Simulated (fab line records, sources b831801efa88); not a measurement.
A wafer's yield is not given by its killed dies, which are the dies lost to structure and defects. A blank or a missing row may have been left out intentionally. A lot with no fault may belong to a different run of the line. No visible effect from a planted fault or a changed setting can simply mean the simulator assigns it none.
fab line records    flow sky130
[record] lots = 12  wafers = 36  lastDay = 50
route steps=708 shown POLY_CUT@316 LI_CONTACT@377 LOCAL_INTERCONNECT@389 PAD_OPEN@708
lots that met no fault: taken from a fault-free run of the same line
startH: hours from the record's first day to the start of the lot's first wafer shown    waitH: hours from the lot's prior step to this one    " as in the row above    L1.1+2: one row covering several wafers at once    - no value, or no start was given    * or withheld: withheld    < > ~ a bound
route shown NAME@n: NAME is a module with steps in the file, n the number in the route of the first one    usual: mean/standard deviation of fault-free wafers    same: alike in all rows    chamber/n: place in a boat    sites: each site's reading    _std_site: standard deviation of those values    _edge_site: outer sites' mean less inner sites'    radiusMm: for every site, how far away it sits from the centre of the wafer    mask NAME#n: copy n    behind: the tool/chamber that last shaped the wafer    hold: the reason the lot was held/the length of the hold in hours/how it ended    device: transistor that didn't switch, given as n, p or np    end of line: the route-end tests of the same wafers    a step without rows: its recipe alone    killed: dies lost to structure and defects at the first sort, not the wafer's yield    map: a wafer's dies, x killed, . not, _ none there
set.NAME: the setting as run; set.NAME@STEP: as run at that earlier step    model.NAME: the simulator's own value behind a step, which no gauge read
route steps across a sampled set of lots; one table per step, one row per wafer
services: from which hour (startH, from the record's first day; less than 0 if before it) a tool's chamber was out of use, for how many hours, and why
[[steps]]
[step SKY_POLY_CUT_OVL_MEAS_09]
[usual] POLY_CUT_OVL = -3/6.1
lot.wafer  tool        chamber  startH  waitH  POLY_CUT_OVL[nm]
L553.1     overlay-02  -        566.38  0.1    -2
L553.3     "           -        "       "      4
L553.6     "           -        "       "      -3
L555.2     overlay-02  -        582.44  0.1    9
L555.3     "           -        "       "      1
L555.4     "           -        "       "      2
L556.3     overlay-01  -        586.19  0.1    -14
L556.5     "           -        "       "      -3
L556.6     "           -        "       "      -8
L557.2     overlay-02  -        592.99  0.1    2
L557.3     "           -        "       "      -1
L557.6     "           -        "       "      -3
L558.1     overlay-01  -        607.29  0.1    -7
L558.3     "           -        "       "      -4
L558.5     "           -        "       "      1
L561.2     overlay-02  -        631.69  0.1    -3
L561.3     "           -        "       "      -3
L561.6     "           -        "       "      -1
L566.1     overlay-01  -        680.03  0.1    0
L566.4     "           -        "       "      -9
L566.5     "           -        "       "      -2
L569.1     overlay-01  -        700.08  0.1    -5
L569.4     "           -        "       "      -3
L569.5     "           -        "       "      -2
L570.2     overlay-02  -        707.64  0.1    0
L570.5     "           -        "       "      -14
L570.6     "           -        "       "      3
L572.3     overlay-01  -        718.74  0.1    0
L572.4     "           -        "       "      -4
L572.6     "           -        "       "      2
L575.1     overlay-02  -        748.78  0.1    1
L575.4     "           -        "       "      2
L575.6     "           -        "       "      -5
L576.1     overlay-01  -        753.49  0.1    -3
L576.2     "           -        "       "      1
L576.6     "           -        "       "      2
[step SKY_LI_CONTACT_ETCH_15]
[recipe] target = PSG  chemistry = C4F8/O2/Ar  stopOn = Si  taperDeg = 4.15  maskMaterial = KrF-thick  sourceW = 1500  biasW = 1200  pressureMtorr = 40  c4f8FlowSccm = withheld  O2_flow_sccm = 6  Ar_flow_sccm = 300  timeS = withheld  targetDepthA = 6000
[usual] biasW = 1200/3.5  oesProductAu = 0.837/0.0045
lot.wafer  tool        chamber  startH  waitH  biasW  oesProductAu
L553.1     rieDiel-02  3        686.41  0.0    1203   0.846
L553.3     "           0        "       "      1195   0.838
L553.6     "           0        "       "      1195   0.839
L555.2     rieDiel-02  1        701.11  0.0    1196   0.837
L555.3     "           3        "       "      1198   0.839
L555.4     "           0        "       "      1203   0.833
L556.3     rieDiel-01  2        704.91  0.0    1200   0.835
L556.5     "           2        "       "      1200   0.842
L556.6     "           3        "       "      1198   0.829
L557.2     rieDiel-02  2        711.36  0.0    1203   0.838
L557.3     "           3        "       "      1205   0.843
L557.6     "           1        "       "      1205   0.834
L558.1     rieDiel-04  2        723.57  0.0    1202   0.839
L558.3     "           3        "       "      1206   0.834
L558.5     "           2        "       "      1197   0.839
L561.2     rieDiel-01  2        747.86  0.0    1198   0.829
L561.3     "           1        "       "      1203   0.832
L561.6     "           3        "       "      1201   0.831
L566.1     rieDiel-02  0        793.82  0.0    1201   0.789
L566.4     "           0        "       "      1202   0.779
L566.5     "           2        "       "      1202   0.834
L569.1     rieDiel-01  1        813.41  0.0    1193   0.839
L569.4     "           2        "       "      1196   0.838
L569.5     "           2        "       "      1194   0.840
L570.2     rieDiel-01  2        819.21  0.0    1202   0.832
L570.5     "           2        "       "      1198   0.838
L570.6     "           3        "       "      1200   0.841
L572.3     rieDiel-04  2        829.17  0.0    1195   0.836
L572.4     "           1        "       "      1196   0.839
L572.6     "           2        "       "      1198   0.838
L575.1     rieDiel-02  3        858.07  0.0    1193   0.833
L575.4     "           3        "       "      1187   0.844
L575.6     "           1        "       "      1198   0.843
L576.1     rieDiel-04  0        861.66  0.0    1203   0.843
L576.2     "           2        "       "      1200   0.829
L576.6     "           1        "       "      1195   0.842
[step SKY_LI_CONTACT_STRIP_16]
[recipe] chemistry = O2/N2  powerW = 1400  pressureMtorr = 1500  platenTempC = withheld  o2FlowSccm = 3000  n2FlowSccm = 300  overashFraction = 0.5
[usual] drypumpMotorCurrentA = 5.8/0.37  oesProductAu = 0.375/0.0046  stripTimeToEndpointS = 3.49/0.034
lot.wafer  tool            chamber  startH  waitH  drypumpMotorCurrentA  oesProductAu  rfHoursCounterH  stripTimeToEndpointS
L553.1     plasmaAsher-02  0        686.50  -      5.9                   0.373         26               3.45
L553.3     "               0        "       "      5.8                   0.365         -                3.39
L553.6     "               1        "       "      4.9                   0.372         -                3.43
L555.2     plasmaAsher-04  0        701.20  -      6.1                   0.369         91               3.44
L555.3     "               1        "       "      6.0                   0.373         -                3.47
L555.4     "               0        "       "      6.1                   0.364         -                3.44
L556.3     plasmaAsher-04  0        705.03  -      6.1                   0.384         -                3.50
L556.5     "               0        "       "      6.1                   0.373         -                3.53
L556.6     "               1        "       "      6.0                   0.379         -                3.47
L557.2     plasmaAsher-03  0        711.45  -      5.6                   0.376         87               3.51
L557.3     "               1        "       "      5.9                   0.374         -                3.50
L557.6     "               1        "       "      5.9                   0.374         -                3.45
L558.1     plasmaAsher-04  0        723.65  -      6.1                   0.371         93               3.48
L558.3     "               1        "       "      6.0                   0.373         -                3.51
L558.5     "               0        "       "      6.1                   0.379         -                3.49
L561.2     plasmaAsher-02  1        747.95  -      4.9                   0.384         33               3.55
L561.3     "               1        "       "      4.9                   0.380         -                3.49
L561.6     "               0        "       "      5.9                   0.377         -                3.46
L566.1     plasmaAsher-04  1        793.90  -      6.1                   0.398         5                4.05
L566.4     "               0        "       "      6.1                   0.403         -                4.06
L566.5     "               0        "       "      6.1                   0.383         -                3.52
L569.1     plasmaAsher-03  0        813.50  -      5.6                   0.365         97               3.50
L569.4     "               1        "       "      5.9                   0.384         -                3.53
L569.5     "               0        "       "      5.6                   0.376         -                3.52
L570.2     plasmaAsher-03  0        819.30  -      5.6                   0.384         98               3.54
L570.5     "               1        "       "      5.9                   0.378         -                3.57
L570.6     "               0        "       "      5.6                   0.375         -                3.42
L572.3     plasmaAsher-03  0        829.28  -      5.6                   0.369         -                3.49
L572.4     "               1        "       "      5.9                   0.373         -                3.53
L572.6     "               0        "       "      5.6                   0.375         -                3.48
L575.1     plasmaAsher-03  1        858.15  -      6.0                   0.379         101              3.49
L575.4     "               1        "       "      6.0                   0.381         -                3.51
L575.6     "               0        "       "      5.6                   0.379         -                3.49
L576.1     plasmaAsher-04  0        861.75  -      6.1                   0.369         10               3.50
L576.2     "               1        "       "      6.0                   0.371         10               3.49
L576.6     "               1        "       "      6.0                   0.370         -                3.52
[step SKY_LI_CONTACT_SPUTTER_20]
[recipe] material = TiN  targetThkNm = 20  chamberPressurePa = 5  powerW = 4000  timeS = 80
[usual] throttleValvePct = 29.8/1.2
lot.wafer  tool           chamber  startH  waitH  throttleValvePct
L553.1     pvdSputter-03  -        686.87  0.0    29.3
L553.3     "              -        "       "      29.9
L553.6     "              -        "       "      30.3
L555.2     pvdSputter-01  -        701.57  0.0    29.3
L555.3     "              -        "       "      29.5
L555.4     "              -        "       "      28.0
L556.3     pvdSputter-01  -        705.38  0.0    29.2
L556.5     "              -        "       "      29.4
L556.6     "              -        "       "      29.3
L557.2     pvdSputter-04  -        711.85  0.0    30.5
L557.3     "              -        "       "      29.6
L557.6     "              -        "       "      29.9
L558.1     pvdSputter-01  -        724.02  0.0    29.3
L558.3     "              -        "       "      29.4
L558.5     "              -        "       "      29.0
L561.2     pvdSputter-03  -        748.33  0.0    30.1
L561.3     "              -        "       "      31.8
L561.6     "              -        "       "      28.9
L566.1     pvdSputter-04  -        794.27  0.0    29.2
L566.4     "              -        "       "      30.3
L566.5     "              -        "       "      29.2
L569.1     pvdSputter-03  -        813.87  0.0    31.8
L569.4     "              -        "       "      30.3
L569.5     "              -        "       "      30.1
L570.2     pvdSputter-01  -        819.67  0.0    28.2
L570.5     "              -        "       "      29.0
L570.6     "              -        "       "      31.3
L572.3     pvdSputter-04  -        829.64  0.0    29.2
L572.4     "              -        "       "      31.8
L572.6     "              -        "       "      29.5
L575.1     pvdSputter-03  -        858.52  0.0    29.4
L575.4     "              -        "       "      29.1
L575.6     "              -        "       "      28.8
L576.1     pvdSputter-03  -        862.12  0.0    31.9
L576.2     "              -        "       "      29.0
L576.6     "              -        "       "      29.0
[step SKY_LOCAL_INTERCONNECT_THK_MEAS_02]
[recipe] thkMeasGauge = xrf  reads = TiN_of_LOCAL_INTERCONNECT_SPUTTER_00
[usual] LOCAL_INTERCONNECT_TIN_THK = 101.2/1.3
lot.wafer  tool          chamber  startH  waitH  LOCAL_INTERCONNECT_TIN_THK[nm]
L553.1     filmMetro-02  -        687.72  0.1    103.8
L553.3     "             -        "       "      101.3
L553.6     "             -        "       "      102.4
L555.2     filmMetro-02  -        702.43  0.1    99.9
L555.3     "             -        "       "      100.7
L555.4     "             -        "       "      100.2
L556.3     filmMetro-01  -        706.25  0.1    100.7
L556.5     "             -        "       "      98.9
L556.6     "             -        "       "      100.7
L557.2     filmMetro-01  -        712.71  0.1    98.1
L557.3     "             -        "       "      98.3
L557.6     "             -        "       "      98.2
L558.1     filmMetro-04  -        724.87  0.1    102.2
L558.3     "             -        "       "      101.6
L558.5     "             -        "       "      102.4
L561.2     filmMetro-02  -        749.28  0.1    101.0
L561.3     "             -        "       "      101.4
L561.6     "             -        "       "      100.3
L566.5     filmMetro-04  -        795.16  0.1    99.5
L569.1     filmMetro-02  -        814.72  0.1    102.5
L569.4     "             -        "       "      103.5
L569.5     "             -        "       "      104.4
L570.2     filmMetro-04  -        820.53  0.1    100.8
L570.5     "             -        "       "      101.1
L570.6     "             -        "       "      100.9
L572.3     filmMetro-02  -        830.51  0.1    101.4
L572.4     "             -        "       "      101.6
L572.6     "             -        "       "      100.7
L575.1     filmMetro-02  -        859.37  0.1    102.0
L575.4     "             -        "       "      103.0
L575.6     "             -        "       "      102.1
L576.1     filmMetro-02  -        863.11  0.1    102.7
L576.2     "             -        "       "      101.1
L576.6     "             -        "       "      104.8
[step SKY_PAD_OPEN_PROBE_99]
[usual] killed_at_M0_to_M3 = 43/5.9  killed_at_M4_up = 2.9/1.5  killedAtContacts = 24/5  killedAtFrontEnd = 15/4.8  killedAtOther = 0.2/0.5  killedDies = 86/9.3  killedOnRim = 17/4.1  killedOpen = 47/7.1  killedShort = 38/6.3
[same] grossDies = 492  killedAtBackSide = 0
lot.wafer  tool       chamber  startH   waitH  killed_at_M0_to_M3  killed_at_M4_up  killedAtContacts  killedAtFrontEnd  killedAtOther  killedDies  killedOnRim  killedOpen  killedShort
L555.2     prober-01  -        1098.08  0.1    37                  0                23                19                1              80          22           44          36
L555.3     prober-01  -        1098.13  0.2    46                  1                27                16                0              90          16           57          33
L555.4     prober-01  -        1098.18  0.2    48                  4                17                22                0              91          16           49          42
L557.2     prober-01  -        1101.79  0.1    37                  1                18                23                1              80          14           43          37
L557.3     prober-01  -        1101.84  0.2    39                  4                21                19                0              83          12           44          39
L557.6     prober-01  -        1101.99  0.2    46                  3                19                18                0              86          18           50          36
L561.2     prober-01  -        1132.17  0.1    56                  6                27                23                0              112         25           56          56
L561.3     prober-01  -        1132.22  0.2    43                  3                27                15                0              88          14           45          43
L561.6     prober-01  -        1132.37  0.2    41                  3                21                15                1              81          15           39          42
L566.1     prober-02  -        1164.33  0.1    46                  5                425               15                1              492         96           46          36
L566.4     prober-02  -        1164.48  0.2    45                  2                438               7                 0              492         96           38          38
L566.5     prober-02  -        1164.53  0.2    40                  4                22                15                0              81          15           45          36
L569.1     prober-01  -        1176.94  0.1    48                  1                28                12                0              89          18           49          40
L569.4     prober-01  -        1177.09  0.2    46                  0                27                13                0              86          22           46          40
L569.5     prober-01  -        1177.14  0.2    51                  5                26                22                2              106         18           66          40
L575.1     prober-02  -        1208.84  0.1    42                  3                26                17                1              89          13           51          38
L575.4     prober-02  -        1208.99  0.2    39                  1                25                18                1              84          24           47          37
L575.6     prober-02  -        1209.09  0.2    40                  3                27                13                0              83          12           41          42
L576.1     prober-01  -        1209.08  0.1    50                  5                21                13                0              89          23           51          38
L576.2     prober-01  -        1209.13  0.1    41                  5                30                16                0              92          17           58          34
L576.6     prober-01  -        1209.33  0.2    43                  4                23                10                1              81          14           41          40
// killed by level:class
L555.2 CONTACT:geometricParticle:open=9 LI_CONTACT:geometricParticle:open=7 VIA1:geometricParticle:open=6 VIA2:geometricParticle:open=6 POLY_GATE:geometricParticle:short=5 VIA3:geometricParticle:open=5 FIELD_ISO:geometricParticle:short=4 VIA1:geometricParticle:short=4
L555.3 CONTACT:geometricParticle:open=11 LI_CONTACT:geometricParticle:open=8 VIA1:geometricParticle:open=8 VIA2:geometricParticle:open=8 FIELD_ISO:geometricParticle:short=5 POLY_GATE:geometricParticle:open=5 VIA3:geometricParticle:open=5 CONTACT:geometricParticle:short=4
L555.4 VIA1:geometricParticle:open=10 VIA3:geometricParticle:open=10 CONTACT:geometricParticle:open=9 VIA3:geometricParticle:short=8 FIELD_ISO:geometricParticle:short=7 METAL1:geometricParticle:short=6 FIELD_ISO:geometricParticle:open=5 LI_CONTACT:geometricParticle:open=5
L557.2 POLY_GATE:geometricParticle:short=11 CONTACT:geometricParticle:open=9 METAL2:geometricParticle:short=8 VIA1:geometricParticle:open=6 VIA3:geometricParticle:open=6 VIA2:geometricParticle:open=6 LI_CONTACT:geometricParticle:short=4 METAL1:geometricParticle:short=4
L557.3 CONTACT:geometricParticle:open=11 METAL2:geometricParticle:short=8 POLY_GATE:geometricParticle:short=7 VIA1:geometricParticle:open=7 VIA3:geometricParticle:open=6 POLY_GATE:geometricParticle:open=5 LI_CONTACT:geometricParticle:short=4 LI_CONTACT:geometricParticle:open=4
L557.6 VIA3:geometricParticle:open=11 METAL1:geometricParticle:short=11 LI_CONTACT:geometricParticle:open=9 VIA2:geometricParticle:open=7 POLY_GATE:geometricParticle:open=6 CONTACT:geometricParticle:open=5 VIA1:geometricParticle:open=5 FIELD_ISO:geometricParticle:short=4
L561.2 VIA1:geometricParticle:open=10 METAL1:geometricParticle:short=8 METAL2:geometricParticle:short=8 VIA2:geometricParticle:open=8 POLY_GATE:geometricParticle:open=7 LI_CONTACT:geometricParticle:open=7 VIA1:geometricParticle:short=7 CONTACT:geometricParticle:open=6
L561.3 VIA1:geometricParticle:open=12 LI_CONTACT:geometricParticle:open=11 CONTACT:geometricParticle:open=8 METAL2:geometricParticle:short=8 VIA1:geometricParticle:short=5 VIA3:geometricParticle:open=5 FIELD_ISO:geometricParticle:open=4 FIELD_ISO:geometricParticle:short=4
L561.6 VIA1:geometricParticle:open=16 FIELD_ISO:geometricParticle:short=7 CONTACT:geometricParticle:open=7 METAL1:geometricParticle:short=5 LI_CONTACT:geometricParticle:short=4 LI_CONTACT:geometricParticle:open=4 LOCAL_INTERCONNECT:geometricParticle:short=4 VIA2:geometricParticle:short=4
L566.1 LI_CONTACT:areaEtch=410 VIA1:geometricParticle:open=15 VIA3:geometricParticle:open=6 CONTACT:geometricParticle:short=6 METAL2:geometricParticle:short=6 FIELD_ISO:geometricParticle:open=5 VIA2:geometricParticle:open=5 POLY_GATE:geometricParticle:short=4
L566.4 LI_CONTACT:areaEtch=416 CONTACT:geometricParticle:open=11 METAL2:geometricParticle:short=9 METAL1:geometricParticle:short=9 VIA2:geometricParticle:open=8 VIA3:geometricParticle:open=7 VIA1:geometricParticle:open=5 LI_CONTACT:geometricParticle:open=4
L566.5 CONTACT:geometricParticle:open=8 LI_CONTACT:geometricParticle:open=7 VIA2:geometricParticle:open=7 VIA3:geometricParticle:open=7 METAL2:geometricParticle:short=5 CONTACT:geometricParticle:short=5 FIELD_ISO:geometricParticle:short=4 POLY_GATE:geometricParticle:open=4
L569.1 VIA1:geometricParticle:open=15 CONTACT:geometricParticle:open=8 VIA1:geometricParticle:short=8 VIA2:geometricParticle:open=8 LI_CONTACT:geometricParticle:open=7 CONTACT:geometricParticle:short=6 VIA3:geometricParticle:open=6 FIELD_ISO:geometricParticle:short=5
L569.4 VIA1:geometricParticle:open=13 CONTACT:geometricParticle:open=11 METAL1:geometricParticle:short=7 LOCAL_INTERCONNECT:geometricParticle:short=5 VIA3:geometricParticle:open=5 LI_CONTACT:geometricParticle:open=4 METAL2:geometricParticle:short=4 VIA1:geometricParticle:short=4
L569.5 VIA1:geometricParticle:open=20 CONTACT:geometricParticle:open=11 VIA3:geometricParticle:open=10 LI_CONTACT:geometricParticle:open=7 FIELD_ISO:geometricParticle:open=6 VIA1:geometricParticle:short=6 POLY_GATE:geometricParticle:open=5 METAL1:geometricParticle:short=5
L575.1 VIA1:geometricParticle:open=10 POLY_GATE:geometricParticle:open=9 CONTACT:geometricParticle:open=7 VIA2:geometricParticle:open=7 LOCAL_INTERCONNECT:geometricParticle:short=6 LI_CONTACT:geometricParticle:open=5 CONTACT:geometricParticle:short=5 METAL2:geometricParticle:open=5
L575.4 CONTACT:geometricParticle:open=10 FIELD_ISO:geometricParticle:open=8 VIA1:geometricParticle:open=8 VIA1:geometricParticle:short=6 CONTACT:geometricParticle:short=6 LI_CONTACT:geometricParticle:open=5 VIA3:geometricParticle:open=5 POLY_GATE:geometricParticle:short=4
L576.1 VIA1:geometricParticle:open=16 VIA2:geometricParticle:open=11 METAL2:geometricParticle:short=7 LI_CONTACT:geometricParticle:open=6 CONTACT:geometricParticle:open=6 METAL1:geometricParticle:short=5 VIA3:geometricParticle:short=4 FIELD_ISO:geometricParticle:short=3
L575.6 CONTACT:geometricParticle:open=10 METAL1:geometricParticle:short=6 VIA1:geometricParticle:open=6 VIA2:geometricParticle:open=6 POLY_GATE:geometricParticle:open=5 LOCAL_INTERCONNECT:geometricParticle:short=5 CONTACT:geometricParticle:short=5 METAL2:geometricParticle:short=5
L576.2 CONTACT:geometricParticle:open=12 VIA1:geometricParticle:open=11 LI_CONTACT:geometricParticle:open=9 VIA2:geometricParticle:open=8 FIELD_ISO:geometricParticle:short=5 METAL1:geometricParticle:short=5 CONTACT:geometricParticle:short=5 VIA3:geometricParticle:open=5
L576.6 VIA1:geometricParticle:open=9 LI_CONTACT:geometricParticle:open=7 VIA1:geometricParticle:short=5 VIA3:geometricParticle:open=5 VIA3:geometricParticle:short=5 POLY_GATE:geometricParticle:short=4 CONTACT:geometricParticle:short=4 LOCAL_INTERCONNECT:geometricParticle:short=4
[[services]]
tool            chamber  startH  hours  kind
rieDiel-01      3        665.31  25.9   repair
plasmaAsher-03  -        666.57  2.0    repair
pvdSputter-04   -        679.11  2.3    repair
pvdSputter-01   -        679.72  2.8    repair
rieDiel-04      2        682.72  7.4    repair
plasmaAsher-03  -        686.33  1.7    repair
plasmaAsher-04  -        687.34  9.6    repair
rieDiel-04      3        696.28  7.0    repair
plasmaAsher-02  -        698.16  0.6    repair
plasmaAsher-02  -        701.27  4.0    pm
plasmaAsher-04  -        733.75  9.0    pm
rieDiel-02      0        747.48  1.2    repair
plasmaAsher-04  -        754.96  0.3    repair
pvdSputter-03   -        764.37  10.1   repair
rieDiel-04      0        769.87  8.3    repair
rieDiel-02      1        793.00  8.3    repair
rieDiel-01      1        824.17  1.9    repair
plasmaAsher-04  -        828.24  15.9   repair
plasmaAsher-03  -        829.52  4.3    pm
rieDiel-01      -        837.04  68.4   repair
plasmaAsher-02  -        838.92  0.4    repair
rieDiel-02      2        843.41  25.8   repair
rieDiel-02      3        848.97  8.6    repair
pvdSputter-04   -        850.48  5.6    repair
[[key]]
[firstSign] step = SKY_LI_CONTACT_ETCH_15  reading = oesProductAu  direction = down  sigmas = 12  usual = 0.837  struck = 0.784
[effect] step = SKY_LI_CONTACT_STRIP_16  reading = stripTimeToEndpointS  direction = up  sigmas = 17  usual = *  struck = *
[effect] step = SKY_PAD_OPEN_PROBE_99  reading = killedAtContacts  direction = up  sigmas = 82  usual = 24  struck = 432
[moreKillsBornAt] SKY_LI_CONTACT_ETCH_15@rieDiel-02 = 826
metAt SKY_LI_CONTACT_ETCH_15
struckLots L566
struckWafers L566.1,L566.4
laterRowsLeftOut L566.1,L566.4
testerLeftOut L566
notActingAt SKY_POLY_CUT_OVL_MEAS_09,SKY_LI_CONTACT_SPUTTER_20,SKY_LOCAL_INTERCONNECT_THK_MEAS_02
onsetBetween 701.11 793.82
[fault] kind = processParameterDrift  tool = rieDiel-02  chamber = 0  onsetH = 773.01  steps = SKY_LI_CONTACT_ETCH_15  channel = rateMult  offset = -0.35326  shape = step  endH = 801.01
// testerLeftOut: of these lots the tester's yield and bins aren't shown, on N5 and GAA mostly nor the transistor test; their killed dies are dies lost to structure and defects alone, not to doping, threshold or leakage, so they don't give the yield
// laterRowsLeftOut: the simulator's readings of these wafers behind a module that went badly wrong aren't trusted and aren't shown, but for the sort
